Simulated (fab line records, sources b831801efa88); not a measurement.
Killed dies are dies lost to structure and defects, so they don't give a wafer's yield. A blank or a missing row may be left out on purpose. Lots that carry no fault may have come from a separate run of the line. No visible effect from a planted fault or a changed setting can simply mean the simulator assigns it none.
fab line records -- flow sky130
record lots=6, wafers=18, last-day=50
route steps=708 shown METAL4@622 PAD_OPEN@708
lots that met no fault: taken from a fault-free run of the same line
start-h: hours from the record's first day to the start of the lot's first wafer shown -- wait-h: how many hours have passed since the lot's step before this one -- " unchanged from the row above -- L1.1+2: several wafers, shown together as one row -- - no value, or no start given -- * or withheld: withheld -- < > ~ a bound
route shown NAME@n: a module of which the file shows steps, and the number in the route of the first -- usual: mean/standard deviation taken from wafers without a fault -- same: alike in all rows -- chamber/n: place in a boat -- sites: per-site readings -- _std_site: how widely they spread, as a standard deviation -- _edge_site: outer sites' mean less inner sites' -- radius-mm: how far each site lies from the wafer's centre -- mask NAME#n: copy n -- behind: the tool/chamber that last shaped the wafer -- hold: the reason the lot was held/the length of the hold in hours/how it ended -- device: transistor that didn't switch, given as n, p or np -- end of line: the tests these same wafers got at the end of their route -- where a step has no rows: the recipe by itself -- killed: at the first sort, the dies lost to defects and structure; wafer yield is something else -- map: the dies of a wafer, with x for killed, . for not killed, _ for no die there
set.NAME: setting as actually run; set.NAME@STEP: the setting as run at that earlier step -- model.NAME: the simulator's own value behind a step, which no gauge read
lots at selected steps of the route; one table per step, one row per wafer
services: a tool's chamber out of use, with start hour (start-h, from the record's first day; less than 0 if before it), hours out, and reason
## steps
# step SKY_METAL4_HMDS_06
# recipe prime-time-s=60, prime-temp-c=120
# step SKY_METAL4_COAT_07
# recipe resist=BARC, temp-c=withheld, time-s=withheld, spin-rpm=3000, resist-thk-nm=60
# step SKY_METAL4_COAT_08
# recipe resist=KrF-thick, spin-rpm=3000, resist-thk-nm=1140
# step SKY_METAL4_SOFTBAKE_09
# recipe temp-c=100, time-s=90, resist=KrF-thick
# step SKY_METAL4_EXPOSE_10
# recipe mask-id=MM4, na=0.68, source-shape=annular, sigma-inner=0.4, sigma-outer=0.8, target-cd-nm=300, dose-mj=28
# step SKY_METAL4_PEB_11
# recipe peb-temp-c=withheld, peb-time-s=withheld, resist=KrF-thick
# step SKY_METAL4_DEVELOP_12
# recipe develop-time-s=60, resist=KrF-thick, dev-temp-c=21
# step SKY_METAL4_CD_MEAS_13
# recipe target-cd-nm=300
# usual cd-nm=300.1/1.5
lot.wafer,tool,chamber,start-h,wait-h,cd-nm
L441.2,cd-sem-02,-,1042.85,-,300.9
L441.5,cd-sem-02,-,1042.85,-,299.5
L441.6,cd-sem-02,-,1042.85,-,300.5
L442.2,cd-sem-02,-,1054.06,-,298.7
L442.3,cd-sem-02,-,1054.06,-,298.2
L442.5,cd-sem-02,-,1054.06,-,298.0
L444.2,cd-sem-02,-,1068.90,-,301.3
L444.4,cd-sem-02,-,1068.90,-,301.9
L444.6,cd-sem-02,-,1068.90,-,300.5
L446.2,cd-sem-01,-,1087.96,-,299.8
L446.3,cd-sem-01,-,1087.96,-,298.7
L446.5,cd-sem-01,-,1087.96,-,298.9
L451.3,cd-sem-01,-,1122.68,-,298.9
L451.5,cd-sem-01,-,1122.68,-,298.4
L451.6,cd-sem-01,-,1122.68,-,298.8
L452.4,cd-sem-01,-,1127.50,-,301.5
L452.5,cd-sem-01,-,1127.50,-,301.9
L452.6,cd-sem-01,-,1127.50,-,301.7
# step SKY_METAL4_OVL_MEAS_14
# usual METAL4_OVL=0/5
lot.wafer,tool,chamber,start-h,wait-h,METAL4_OVL[nm]
L441.2,overlay-01,-,1042.95,0.1,0
L441.5,overlay-01,-,1042.95,0.1,-1
L441.6,overlay-01,-,1042.95,0.1,-3
L442.2,overlay-02,-,1054.16,0.1,-1
L442.3,overlay-02,-,1054.16,0.1,-4
L442.5,overlay-02,-,1054.16,0.1,-1
L444.2,overlay-02,-,1069.03,0.1,0
L444.4,overlay-02,-,1069.03,0.1,-2
L444.6,overlay-02,-,1069.03,0.1,-3
L446.2,overlay-02,-,1088.06,0.1,0
L446.3,overlay-02,-,1088.06,0.1,-2
L446.5,overlay-02,-,1088.06,0.1,1
L451.3,overlay-01,-,1122.77,0.1,3
L451.5,overlay-01,-,1122.77,0.1,2
L451.6,overlay-01,-,1122.77,0.1,5
L452.4,overlay-01,-,1127.58,0.1,-7
L452.5,overlay-01,-,1127.58,0.1,6
L452.6,overlay-01,-,1127.58,0.1,-5
# step SKY_METAL4_DESCUM_15
# recipe chemistry=O2, source-power-w=150, bias-power-w=0, pressure-mtorr=10, temp-c=40, time-s=8
# usual drypump-motor-current-A=5.44/0.23, oes-product-au=0.999/0.0065
lot.wafer,tool,chamber,start-h,wait-h,drypump-motor-current-A,oes-product-au,rf-hours-counter-h
L441.2,rie-metal-04,1,1042.98,0.0,5.23,1.003,20
L441.5,rie-metal-04,0,1042.98,0.0,5.64,1.001,-
L441.6,rie-metal-04,1,1042.98,0.0,5.26,1.011,-
L442.2,rie-metal-02,1,1054.20,0.0,5.22,0.997,-
L442.3,rie-metal-02,1,1054.20,0.0,5.22,1.003,-
L442.5,rie-metal-02,1,1054.20,0.0,5.21,1.005,-
L444.2,rie-metal-03,0,1069.06,0.0,5.56,1.003,6
L444.4,rie-metal-03,0,1069.06,0.0,5.56,0.997,-
L444.6,rie-metal-03,0,1069.06,0.0,5.57,1.005,-
L446.2,rie-metal-03,0,1088.09,0.0,5.55,1.009,7
L446.3,rie-metal-03,0,1088.09,0.0,5.56,1.013,-
L446.5,rie-metal-03,0,1088.09,0.0,5.55,1.005,-
L451.3,rie-metal-04,0,1122.80,0.0,5.67,1.001,-
L451.5,rie-metal-04,1,1122.80,0.0,5.24,0.995,-
L451.6,rie-metal-04,0,1122.80,0.0,5.66,1.001,-
L452.4,rie-metal-04,1,1127.60,0.0,5.24,0.994,-
L452.5,rie-metal-04,1,1127.60,0.0,5.25,1.001,-
L452.6,rie-metal-04,0,1127.60,0.0,5.65,1.010,-
# step SKY_METAL4_ETCH_16
# recipe chemistry=N2/H2, target=BARC, ion-energy-ev=200, bias-w=100, pressure-mtorr=30, n2-flow-sccm=100, h2-flow-sccm=200, icp-w=500, stop-on=SiO2, time-s=88.2, target-depth-a=600
# usual drypump-motor-current-A=5.45/0.23, oes-product-au=0.626/0.0042, rf-fwd-power-W=496.9/1.9, throttle-valve-pct=13.204/0.0088
lot.wafer,tool,chamber,start-h,wait-h,drypump-motor-current-A,oes-product-au,rf-fwd-power-W,rf-hours-counter-h,throttle-valve-pct
L441.2,rie-metal-04,1,1043.01,0.0,5.26,0.626,498.1,20,13.204
L441.5,rie-metal-04,0,1043.01,0.0,5.67,0.625,499.3,-,13.194
L441.6,rie-metal-04,1,1043.01,0.0,5.26,0.621,494.7,-,13.198
L442.2,rie-metal-02,1,1054.29,0.1,5.22,0.632,497.1,-,13.197
L442.3,rie-metal-02,1,1054.29,0.1,5.21,0.626,493.7,-,13.203
L442.5,rie-metal-02,1,1054.29,0.1,5.21,0.629,495.2,-,13.217
L444.2,rie-metal-03,0,1069.10,0.0,5.57,0.629,501.6,6,13.196
L444.4,rie-metal-03,0,1069.10,0.0,5.55,0.629,500.4,-,13.204
L444.6,rie-metal-03,0,1069.10,0.0,5.55,0.630,499.1,-,13.186
L446.2,rie-metal-03,0,1088.13,0.0,5.58,0.625,499.3,7,13.208
L446.3,rie-metal-03,0,1088.13,0.0,5.57,0.628,497.0,-,13.208
L446.5,rie-metal-03,0,1088.13,0.0,5.57,0.627,497.2,-,13.212
L451.3,rie-metal-04,0,1122.86,0.0,5.66,0.636,498.8,-,13.209
L451.5,rie-metal-04,1,1122.86,0.0,5.24,0.630,497.0,-,13.200
L451.6,rie-metal-04,0,1122.86,0.0,5.66,0.619,500.7,-,13.197
L452.4,rie-metal-04,1,1127.66,0.0,5.23,0.623,496.8,-,13.188
L452.5,rie-metal-04,1,1127.66,0.0,5.22,0.630,495.3,-,13.210
L452.6,rie-metal-04,0,1127.66,0.0,5.68,0.631,496.5,-,13.205
# step SKY_METAL4_ETCH_17
# recipe target=SiO2, stop-on=TiN, chemistry=C4F8/O2/Ar, source-w=1500, bias-w=1200, pressure-mtorr=40, c4f8-flow-sccm=withheld, O2_flow_sccm=6, Ar_flow_sccm=300, time-s=3.9, target-depth-a=150
# usual oes-product-au=0.753/0.0061, rf-fwd-power-W=1468/8.1
lot.wafer,tool,chamber,start-h,wait-h,oes-product-au,rf-fwd-power-W,rf-hours-counter-h
L441.2,rie-diel-04,2,1043.11,0.1,0.748,1474,16
L441.5,rie-diel-04,3,1043.11,0.1,0.760,1465,-
L441.6,rie-diel-04,0,1043.11,0.1,0.756,1477,-
L442.2,rie-diel-02,1,1054.45,0.1,0.745,1462,15
L442.3,rie-diel-02,2,1054.45,0.1,0.756,1470,18
L442.5,rie-diel-02,1,1054.45,0.1,0.742,1459,-
L444.2,rie-diel-03,0,1069.23,0.1,0.751,1453,10
L444.4,rie-diel-03,1,1069.23,0.1,0.747,1456,20
L444.6,rie-diel-03,1,1069.23,0.1,0.759,1464,-
L446.2,rie-diel-02,3,1088.22,0.1,0.755,1464,14
L446.3,rie-diel-02,0,1088.22,0.1,0.744,1493,25
L446.5,rie-diel-02,2,1088.22,0.1,0.764,1472,-
L451.3,rie-diel-04,3,1122.92,0.0,0.740,1462,18
L451.5,rie-diel-04,1,1122.92,0.0,0.754,1464,-
L451.6,rie-diel-04,0,1122.92,0.0,0.756,1477,-
L452.4,rie-diel-03,0,1127.72,0.0,0.762,1461,12
L452.5,rie-diel-03,2,1127.72,0.0,0.749,1470,-
L452.6,rie-diel-03,1,1127.72,0.0,0.755,1470,-
# step SKY_METAL4_METAL_ETCH_18
# recipe target-depth-a=8450, stop-on=SiO2, over-etch-frac=0.3, time-s=183.1, chemistry=Cl2/BCl3, resist-sidewall-deg=88, pressure-mtorr=10, icp-w=900, bias-w=48.5, Cl2_flow_sccm=60, bcl3-flow-sccm=30
# usual drypump-motor-current-A=5.49/0.29, oes-product-au=0.867/0.0061, rf-fwd-power-W=896.8/2.5, throttle-valve-pct=22.265/0.0092
lot.wafer,tool,chamber,start-h,wait-h,drypump-motor-current-A,oes-product-au,rf-fwd-power-W,rf-hours-counter-h,throttle-valve-pct,model.KrF-thick_of_METAL4_COAT_08.thk-nm,model.METAL4.cd-nm,model.SiO2_of_VIA3_HDPCVD_00.thk-nm
L441.2,rie-metal-02,0,1043.13,0.0,6.02,0.867,897.9,21,22.269,519.2,297.7,433.6
L441.5,rie-metal-02,0,1043.13,0.0,6.01,0.858,894.4,-,22.263,517.6,295.7,434.3
L441.6,rie-metal-02,1,1043.13,0.0,5.23,0.864,894.9,-,22.276,531.3,302.2,435.6
L442.2,rie-metal-04,1,1054.47,0.0,5.24,0.865,897.3,21,22.263,537.3,297.6,435.8
L442.3,rie-metal-04,0,1054.47,0.0,5.66,0.875,897.3,-,22.266,523.3,298.1,435.8
L442.5,rie-metal-04,1,1054.47,0.0,5.23,0.876,897.3,-,22.268,531.3,296.2,434.5
L444.2,rie-metal-04,1,1069.25,0.0,5.24,0.851,1043.2,22,22.261,455.5,292.7,432.5
L444.4,rie-metal-04,1,1069.25,0.0,5.23,0.872,1042.1,-,22.270,463,293.3,433.5
L444.6,rie-metal-04,1,1069.25,0.0,5.22,0.874,1041.9,-,22.259,460,290.9,433.8
L446.2,rie-metal-04,0,1088.24,0.0,5.66,0.872,1041.6,11,22.262,444.8,291,431.7
L446.3,rie-metal-04,1,1088.24,0.0,5.25,0.861,1043.4,-,22.263,443.5,289.4,431.6
L446.5,rie-metal-04,1,1088.24,0.0,5.24,0.874,1043.4,-,22.243,444.2,290.5,433.9
L451.3,rie-metal-02,0,1123.00,0.1,6.00,0.866,896.8,-,22.241,526.4,297,434.9
L451.5,rie-metal-02,0,1123.00,0.1,6.02,0.879,891.5,-,22.261,525.6,300,435.1
L451.6,rie-metal-02,1,1123.00,0.1,5.21,0.865,901.7,-,22.252,530.2,302.5,435.6
L452.4,rie-metal-03,1,1127.80,0.1,5.30,0.861,897.9,-,22.254,525.4,302.7,435.9
L452.5,rie-metal-03,0,1127.80,0.1,5.55,0.853,897.6,-,22.270,522.5,306.9,435.6
L452.6,rie-metal-03,1,1127.80,0.1,5.29,0.874,901.2,-,22.256,523.7,306.4,436.1
# step SKY_METAL4_STRIP_19
# recipe chemistry=O2/N2, power-w=1400, pressure-mtorr=1500, platen-temp-c=withheld, o2-flow-sccm=3000, n2-flow-sccm=300, overash-fraction=0.5
# usual drypump-motor-current-A=5.6/0.43, oes-product-au=0.503/0.0049, strip-time-to-endpoint-s=6.55/0.052
lot.wafer,tool,chamber,start-h,wait-h,drypump-motor-current-A,oes-product-au,rf-hours-counter-h,strip-time-to-endpoint-s
L441.2,plasma-asher-01,1,1043.31,0.1,5.3,0.502,61,6.44
L441.5,plasma-asher-01,1,1043.31,0.1,5.3,0.498,-,6.43
L441.6,plasma-asher-01,0,1043.31,0.1,4.8,0.500,-,6.55
L442.2,plasma-asher-01,0,1054.65,0.1,4.8,0.511,62,6.64
L442.3,plasma-asher-01,0,1054.65,0.1,4.8,0.502,-,6.49
L442.5,plasma-asher-01,0,1054.65,0.1,4.8,0.500,-,6.56
L444.2,plasma-asher-04,1,1069.43,0.1,6.0,0.475,31,5.81
L444.4,plasma-asher-04,0,1069.43,0.1,6.1,0.475,-,5.89
L444.6,plasma-asher-04,1,1069.43,0.1,6.0,0.470,-,5.86
L446.2,plasma-asher-03,0,1088.42,0.1,5.5,0.466,2,5.71
L446.3,plasma-asher-03,0,1088.42,0.1,5.5,0.468,-,5.71
L446.5,plasma-asher-03,1,1088.42,0.1,5.8,0.469,-,5.71
L451.3,plasma-asher-04,1,1123.15,0.1,6.0,0.500,-,6.53
L451.5,plasma-asher-04,1,1123.15,0.1,6.0,0.507,-,6.53
L451.6,plasma-asher-04,0,1123.15,0.1,6.1,0.505,-,6.57
L452.4,plasma-asher-01,0,1127.95,0.1,4.8,0.498,-,6.52
L452.5,plasma-asher-01,1,1127.95,0.1,5.3,0.503,-,6.49
L452.6,plasma-asher-01,0,1127.95,0.1,4.8,0.494,-,6.49
# step SKY_METAL4_STRIP_20
# recipe chemistry=post-etch-residue-remover, time-s=1200, temp-c=72.5
# step SKY_PAD_OPEN_PROBE_99
# usual defect-limited-yield=82.4/2.1, killed_at_M0_to_M3=44/7, killed_at_M4_up=3.0/1.9, killed-at-contacts=24/5.4, killed-at-front-end=15/4.6, killed-at-other=0.3/0.5, killed-dies=87/10, killed-open=47/7, killed-short=40/6.2, sort_bin_3_pad_short=0.9/0.5, sort_bin_5_function=10.4/1.4, sort_bin_6_memory=6.3/1.2, sort-n-pass=405/10, sort-yield-pct=82.4/2.1
# same gross-dies=492, killed-at-back-side=0, sort_bin_4_leakage[%]=0, sort_bin_8_speed[%]=0
lot.wafer,tool,chamber,start-h,wait-h,defect-limited-yield[%],killed_at_M0_to_M3,killed_at_M4_up,killed-at-contacts,killed-at-front-end,killed-at-other,killed-dies,killed-open,killed-short,sort_bin_3_pad_short[%],sort_bin_5_function[%],sort_bin_6_memory[%],sort-n-pass,sort-yield-pct[%],model.etest.met4.width-nm,model.etest.met4.line-ohm-um
L441.2,prober-02,-,1131.10,0.1,82.5,44,1,24,17,0,86,51,35,0.6,9.8,7.1,406,82.5,295.5,0.1447
L441.5,prober-02,-,1131.25,0.2,81.3,48,6,24,14,0,92,47,45,1.2,9.3,8.1,400,81.3,298.7,0.1415
L441.6,prober-02,-,1131.30,0.2,81.7,36,1,34,18,1,90,51,39,2.2,10.6,5.5,402,81.7,300.6,0.1421
L442.2,prober-02,-,1140.70,0.1,82.9,37,3,25,19,0,84,47,37,0.8,9.8,6.5,408,82.9,301.2,0.141
L442.3,prober-02,-,1140.75,0.2,78.9,48,4,26,26,0,104,62,42,1.4,13.0,6.7,388,78.9,295.6,0.141
L442.5,prober-02,-,1140.85,0.2,79.7,48,4,19,29,0,100,50,50,1.2,12.8,6.3,392,79.7,294.4,0.1448
L444.2,prober-02,-,1151.86,0.1,83.5,50,1,14,16,0,81,39,42,1.8,8.9,5.7,411,83.5,291.3,0.1469
L444.4,prober-02,-,1151.96,0.2,78.3,59,6,16,26,0,107,55,52,1.2,11.8,8.7,385,78.3,295.2,0.142
L444.6,prober-02,-,1152.06,0.2,82.3,33,5,28,21,0,87,49,38,1.4,10.2,6.1,405,82.3,291.8,0.1455
L446.2,prober-01,-,1170.10,0.1,82.7,40,2,27,15,1,85,47,38,0.6,10.4,6.3,407,82.7,293.5,0.1439
L446.3,prober-01,-,1170.15,0.2,85.2,32,3,23,15,0,73,39,34,1.0,8.3,5.5,419,85.2,289.1,0.1469
L446.5,prober-01,-,1170.25,0.2,81.5,48,6,20,17,0,91,57,34,0.8,10.6,7.1,401,81.5,287.6,0.1494
L451.3,prober-01,-,1198.41,0.2,82.3,45,3,24,15,0,87,46,41,1.2,9.8,6.7,405,82.3,293.7,0.1444
L451.5,prober-01,-,1198.51,0.2,84.1,40,1,26,10,1,78,45,33,0.4,10.2,5.3,414,84.1,300.9,0.1415
L451.6,prober-01,-,1198.56,0.2,83.1,45,0,22,16,0,83,38,45,0.4,10.6,5.9,409,83.1,303.9,0.1406
L452.4,prober-02,-,1201.68,0.2,83.9,42,3,23,11,0,79,49,30,0.4,9.8,5.9,413,83.9,303.6,0.1413
L452.5,prober-02,-,1201.73,0.2,81.7,44,2,28,15,1,90,41,49,2.2,9.3,6.7,402,81.7,305.9,0.138
L452.6,prober-02,-,1201.78,0.2,86.0,35,2,20,11,1,69,36,33,0.4,8.9,4.7,423,86.0,308.4,0.1363
# killed by level:class
L441.2 VIA1:geometric-particle:open=13 VIA3:geometric-particle:open=8 CONTACT:geometric-particle:open=7 VIA1:geometric-particle:short=6 FIELD_ISO:geometric-particle:open=5 VIA2:geometric-particle:open=5 LOCAL_INTERCONNECT:geometric-particle:short=5 POLY_GATE:geometric-particle:open=4
L441.5 VIA1:geometric-particle:open=16 CONTACT:geometric-particle:open=8 VIA1:geometric-particle:short=8 METAL2:geometric-particle:short=6 POLY_GATE:geometric-particle:short=5 LOCAL_INTERCONNECT:geometric-particle:short=5 LI_CONTACT:geometric-particle:open=4 VIA2:geometric-particle:short=4
L441.6 CONTACT:geometric-particle:open=18 VIA1:geometric-particle:open=11 FIELD_ISO:geometric-particle:short=8 LI_CONTACT:geometric-particle:open=6 CONTACT:geometric-particle:short=6 VIA1:geometric-particle:short=5 FIELD_ISO:geometric-particle:open=4 VIA3:geometric-particle:open=4
L442.2 CONTACT:geometric-particle:open=9 VIA1:geometric-particle:open=8 CONTACT:geometric-particle:short=6 VIA2:geometric-particle:open=6 VIA3:geometric-particle:open=5 FIELD_ISO:geometric-particle:short=4 POLY_GATE:geometric-particle:short=4 SPACER:geometric-particle:open=4
L442.3 VIA1:geometric-particle:open=12 VIA2:geometric-particle:open=9 LI_CONTACT:geometric-particle:open=8 CONTACT:geometric-particle:open=8 POLY_GATE:geometric-particle:open=6 POLY_GATE:geometric-particle:short=6 FIELD_ISO:geometric-particle:open=5 CONTACT:geometric-particle:short=5
L442.5 VIA1:geometric-particle:open=10 CONTACT:geometric-particle:open=8 FIELD_ISO:geometric-particle:short=7 VIA3:geometric-particle:open=7 POLY_GATE:geometric-particle:open=6 VIA1:geometric-particle:short=6 VIA2:geometric-particle:short=6 FIELD_ISO:geometric-particle:open=5
L444.2 VIA1:geometric-particle:open=9 METAL1:geometric-particle:short=8 FIELD_ISO:geometric-particle:short=7 VIA3:geometric-particle:open=7 LI_CONTACT:geometric-particle:open=6 VIA1:geometric-particle:short=6 VIA2:geometric-particle:open=6 POLY_GATE:geometric-particle:short=4
L444.4 POLY_GATE:geometric-particle:open=15 VIA1:geometric-particle:open=15 METAL1:geometric-particle:short=10 VIA3:geometric-particle:short=7 METAL2:geometric-particle:short=7 VIA3:geometric-particle:open=6 POLY_GATE:geometric-particle:short=5 LI_CONTACT:geometric-particle:open=5
L444.6 VIA1:geometric-particle:open=12 CONTACT:geometric-particle:open=8 LI_CONTACT:geometric-particle:open=7 LOCAL_INTERCONNECT:geometric-particle:short=7 FIELD_ISO:geometric-particle:short=6 POLY_GATE:geometric-particle:open=6 VIA1:geometric-particle:short=5 FIELD_ISO:geometric-particle:open=4
L446.2 LI_CONTACT:geometric-particle:open=10 VIA2:geometric-particle:open=8 VIA1:geometric-particle:open=7 CONTACT:geometric-particle:open=6 VIA3:geometric-particle:open=6 CONTACT:geometric-particle:short=5 VIA1:geometric-particle:short=5 METAL2:geometric-particle:short=4
L446.3 LI_CONTACT:geometric-particle:open=9 VIA3:geometric-particle:open=7 CONTACT:geometric-particle:open=6 VIA3:geometric-particle:short=5 METAL1:geometric-particle:short=5 VIA2:geometric-particle:open=5 POLY_GATE:geometric-particle:open=4 POLY_GATE:geometric-particle:short=3
L446.5 VIA1:geometric-particle:open=18 LI_CONTACT:geometric-particle:open=8 CONTACT:geometric-particle:open=7 VIA2:geometric-particle:open=6 METAL1:geometric-particle:short=5 METAL2:geometric-particle:short=5 FIELD_ISO:geometric-particle:open=4 POLY_GATE:geometric-particle:short=4
L451.3 VIA1:geometric-particle:open=13 LOCAL_INTERCONNECT:geometric-particle:short=7 LI_CONTACT:geometric-particle:open=6 CONTACT:geometric-particle:open=6 VIA1:geometric-particle:short=6 METAL2:geometric-particle:short=6 METAL1:geometric-particle:short=5 VIA3:geometric-particle:open=5
L451.5 VIA1:geometric-particle:open=12 LI_CONTACT:geometric-particle:open=8 LI_CONTACT:geometric-particle:short=7 CONTACT:geometric-particle:open=6 METAL1:geometric-particle:short=6 VIA2:geometric-particle:open=5 FIELD_ISO:geometric-particle:open=4 METAL2:geometric-particle:short=4
L451.6 VIA1:geometric-particle:open=10 CONTACT:geometric-particle:open=10 FIELD_ISO:geometric-particle:short=9 METAL1:geometric-particle:short=6 VIA3:geometric-particle:open=6 METAL2:geometric-particle:short=5 LI_CONTACT:geometric-particle:short=4 CONTACT:geometric-particle:short=4
L452.4 VIA1:geometric-particle:open=11 LOCAL_INTERCONNECT:geometric-particle:short=7 VIA3:geometric-particle:open=7 VIA2:geometric-particle:open=6 CONTACT:geometric-particle:open=6 METAL2:geometric-particle:short=6 LI_CONTACT:geometric-particle:open=5 FIELD_ISO:geometric-particle:short=3
L452.5 VIA1:geometric-particle:open=11 CONTACT:geometric-particle:short=9 CONTACT:geometric-particle:open=7 VIA2:geometric-particle:open=6 METAL2:geometric-particle:short=6 LOCAL_INTERCONNECT:geometric-particle:short=5 VIA1:geometric-particle:short=5 FIELD_ISO:geometric-particle:short=4
L452.6 CONTACT:geometric-particle:open=9 VIA1:geometric-particle:open=7 VIA2:geometric-particle:open=7 METAL1:geometric-particle:short=5 VIA3:geometric-particle:short=5 LI_CONTACT:geometric-particle:open=4 LOCAL_INTERCONNECT:geometric-particle:short=4 VIA2:geometric-particle:short=4
## services
tool,chamber,start-h,hours,kind
rie-diel-03,0,1022.02,4.3,repair
rie-diel-03,1,1023.64,2.3,repair
rie-diel-02,3,1026.49,9.6,repair
rie-diel-04,-,1031.97,2.2,repair
rie-metal-02,0,1048.53,-,clean
rie-metal-02,0,1048.53,39.8,scheduled-down
rie-metal-02,0,1048.53,39.8,vent-cycle
rie-diel-04,0,1051.29,3.5,repair
plasma-asher-03,-,1055.28,9.0,pm
plasma-asher-03,0,1055.28,9.0,vent-cycle
plasma-asher-03,1,1055.28,9.0,vent-cycle
plasma-asher-03,0,1064.28,-,clean
plasma-asher-03,1,1064.28,-,clean
rie-metal-02,-,1088.93,4.3,pm
rie-diel-04,-,1092.13,2.5,repair
rie-diel-04,1,1106.61,-,clean
rie-diel-04,1,1106.61,11.7,scheduled-down
rie-diel-04,1,1106.61,11.7,vent-cycle
plasma-asher-04,-,1107.47,4.0,pm
rie-diel-02,-,1118.87,4.3,pm
## key
first-sign step=SKY_METAL4_METAL_ETCH_18, reading=rf-fwd-power-W, direction=up, sigmas=59, usual=896.8, struck=1042.6
effect step=SKY_METAL4_STRIP_19, reading=strip-time-to-endpoint-s, direction=down, sigmas=15, usual=*, struck=*
model-effect step=SKY_METAL4_METAL_ETCH_18, value=KrF-thick_of_METAL4_COAT_08.thk-nm, without=525.8, struck=451.8
model-effect step=SKY_PAD_OPEN_PROBE_99, value=etest.met4.width-nm, without=301, struck=291.4
met-at SKY_METAL4_METAL_ETCH_18
struck-wafers L444.2,L444.4,L444.6,L446.2,L446.3,L446.5
onset-between 1054.47 1069.25
fault kind=process-parameter-drift, tool=rie-metal-04, chamber=-, onset-h=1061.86, steps=SKY_METAL4_METAL_ETCH_18, channel=icp-w, offset=144, shape=step, end-h=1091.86, acts-in=these-recipes-only, stated=900
